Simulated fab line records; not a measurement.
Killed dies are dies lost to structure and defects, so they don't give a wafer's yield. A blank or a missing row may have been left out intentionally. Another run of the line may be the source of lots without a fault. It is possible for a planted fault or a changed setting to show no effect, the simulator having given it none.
Which tool did it? :: flow gf180mcu :: 14 lots, 42 wafers sampled, at 3 steps of a route of 602

WHAT EACH GAUGE READ, for each wafer
GF_M3_CD_MEAS_14 targets a cd of 280 nm. Usual: cd nm at 279.5 nm, with a standard deviation of 1.1.
lot: L536
measured: day 21 10:19
on: cd sem-02
cd nm (nm): 279.7 278.6 279.8
flag: 

lot: L538
measured: day 22 01:34
on: cd sem-02
cd nm (nm): 279.0 278.6 278.9
flag: 

lot: L539
measured: day 22 16:10
on: cd sem-01
cd nm (nm): 280.3 279.3 280.1
flag: 

lot: L540
measured: day 22 22:45
on: cd sem-02
cd nm (nm): 277.5 278.0 277.8
flag: 

lot: L541
measured: day 23 09:41
on: cd sem-01
cd nm (nm): 279.6 279.9 279.0
flag: 

lot: L542
measured: day 23 14:46
on: cd sem-02
cd nm (nm): 281.2 280.4 281.6
flag: 

lot: L545
measured: day 24 11:25
on: cd sem-02
cd nm (nm): 278.0 279.2 280.0
flag: 

lot: L550
measured: day 26 03:29
on: cd sem-02
cd nm (nm): 280.2 282.1 281.6
flag: 

lot: L551
measured: day 26 09:06
on: cd sem-01
cd nm (nm): 278.7 277.4 276.6
flag: 

lot: L554
measured: day 27 08:52
on: cd sem-02
cd nm (nm): 280.8 282.0 280.4
flag: 

lot: L555
measured: day 27 16:41
on: cd sem-01
cd nm (nm): 278.7 277.9 277.7
flag: 

lot: L556
measured: day 28 01:13
on: cd sem-01
cd nm (nm): 279.9 278.2 280.1
flag: 

lot: L557
measured: day 28 12:31
on: cd sem-01
cd nm (nm): 279.5 278.9 278.0
flag: 

lot: L559
measured: day 28 20:02
on: cd sem-01
cd nm (nm): 280.1 280.3 278.7
flag: 

GF_V3_THK_MEAS_01. Usual: V3_CVD_00_THK typically reads 570 nm, with standard deviation 6.
lot: L536
measured: day 21 11:20
on: film metro-03
V3_CVD_00_THK (nm): 571 559 565
flag: 

lot: L538
measured: day 22 02:31
on: film metro-01
V3_CVD_00_THK (nm): 560 561 562
flag: 

lot: L539
measured: day 22 17:03
on: film metro-04
V3_CVD_00_THK (nm): 563 566 572
flag: 

lot: L540
measured: day 22 23:38
on: film metro-04
V3_CVD_00_THK (nm): 556 565 565
flag: 

lot: L541
measured: day 23 10:36
on: film metro-01
V3_CVD_00_THK (nm): 565 564 559
flag: 

lot: L542
measured: day 23 15:40
on: film metro-01
V3_CVD_00_THK (nm): 562 572 565
flag: 

lot: L545
measured: day 24 12:18
on: film metro-04
V3_CVD_00_THK (nm): 560 565 557
flag: 

lot: L550
measured: day 26 04:23
on: film metro-03
V3_CVD_00_THK (nm): 579 570 586
flag: 

lot: L551
measured: day 26 10:08
on: film metro-03
V3_CVD_00_THK (nm): 567 569 568
flag: 

lot: L554
measured: day 27 09:47
on: film metro-03
V3_CVD_00_THK (nm): 562 562 567
flag: 

lot: L555
measured: day 27 17:41
on: film metro-04
V3_CVD_00_THK (nm): 573 570 573
flag: 

lot: L556
measured: day 28 02:06
on: film metro-04
V3_CVD_00_THK (nm): 571 571 576
flag: 

lot: L557
measured: day 28 13:50
on: film metro-04
V3_CVD_00_THK (nm): 568 570 563
flag: 

lot: L559
measured: day 28 20:56
on: film metro-04
V3_CVD_00_THK (nm): 577 573 578
flag: 

EACH LOT AND THE TOOL THAT RAN IT (in order: tool; ch and the chambers of the sampled wafers; start)
lot: L536
GF_M1_SOFTBAKE_10: litho track-03 ch 0, day 16 16:48

lot: L538
GF_M1_SOFTBAKE_10: litho track-02 ch 0, day 17 07:04

lot: L539
GF_M1_SOFTBAKE_10: litho track-02 ch 0, day 17 23:11

lot: L540
GF_M1_SOFTBAKE_10: litho track-02 ch 0, day 18 04:19

lot: L541
GF_M1_SOFTBAKE_10: litho track-02 ch 0, day 18 16:50

lot: L542
GF_M1_SOFTBAKE_10: litho track-03 ch 0, day 18 23:45

lot: L545
GF_M1_SOFTBAKE_10: litho track-03 ch 0, day 19 22:46

lot: L550
GF_M1_SOFTBAKE_10: litho track-02 ch 0, day 21 18:52

lot: L551
GF_M1_SOFTBAKE_10: litho track-03 ch 0, day 22 03:30

lot: L554
GF_M1_SOFTBAKE_10: litho track-02 ch 0, day 23 02:41

lot: L555
GF_M1_SOFTBAKE_10: litho track-02 ch 0, day 23 10:44

lot: L556
GF_M1_SOFTBAKE_10: litho track-01 ch 0, day 23 21:07

lot: L557
GF_M1_SOFTBAKE_10: litho track-01 ch 0, day 24 08:57

lot: L559
GF_M1_SOFTBAKE_10: litho track-02 ch 0, day 24 19:31
- GF_M1_SOFTBAKE_10: time 60 s.

WHAT THE TOOLS THEMSELVES READ (means of the sampled wafers that have a number; where no wafer has one, the mark that the record gives instead)
GF_M1_SOFTBAKE_10. Usual: chill plate temp C 23.01 C, standard deviation 0.12; run length s 89.17 s, standard deviation 0.26.
lot: L536
tool: litho track-03
chill plate temp C (C): 23.02
run length s (s): 89.24
flag: 

lot: L538
tool: litho track-02
chill plate temp C (C): 23.08
run length s (s): 88.92
flag: 

lot: L539
tool: litho track-02
chill plate temp C (C): 22.82
run length s (s): 89.08
flag: 

lot: L540
tool: litho track-02
chill plate temp C (C): 22.99
run length s (s): 96.74
flag: OFF

lot: L541
tool: litho track-02
chill plate temp C (C): 23.02
run length s (s): 96.73
flag: OFF

lot: L542
tool: litho track-03
chill plate temp C (C): 23.03
run length s (s): 89.18
flag: 

lot: L545
tool: litho track-03
chill plate temp C (C): 23.02
run length s (s): 89.21
flag: 

lot: L550
tool: litho track-02
chill plate temp C (C): 23.04
run length s (s): 89.04
flag: 

lot: L551
tool: litho track-03
chill plate temp C (C): 23.05
run length s (s): 89.12
flag: 

lot: L554
tool: litho track-02
chill plate temp C (C): 23.06
run length s (s): 89.01
flag: 

lot: L555
tool: litho track-02
chill plate temp C (C): 22.91
run length s (s): 89.01
flag: 

lot: L556
tool: litho track-01
chill plate temp C (C): 23.02
run length s (s): 89.57
flag: 

lot: L557
tool: litho track-01
chill plate temp C (C): 23.04
run length s (s): 89.47
flag: 

lot: L559
tool: litho track-02
chill plate temp C (C): 23.03
run length s (s): 88.97
flag: 

THE ANSWER, worked out from the rows above alone
Rule: lot off if the mean of its wafers having a number is beyond 3 standard deviations from the usual mean. Also off: a lot with no number at a reading for which 4 or more lots have one. The other lots that the step has rows for count as sound. The gauges are gone through in route order, then the tools' own readings, and for those a lot's mean is taken as printed above. At the first step where some lot is off, the reading lying furthest off is the one used; lots without a number count as furthest.
Off at GF_M1_SOFTBAKE_10 (run length s): L540, L541.
If a tool, at that step or one of the process steps before it, ran each lot that is off and ran no sound lot following the first of them, it fits. No candidate that was tried fits.

WHAT HAD BEEN PUT IN BY THE SIMULATOR
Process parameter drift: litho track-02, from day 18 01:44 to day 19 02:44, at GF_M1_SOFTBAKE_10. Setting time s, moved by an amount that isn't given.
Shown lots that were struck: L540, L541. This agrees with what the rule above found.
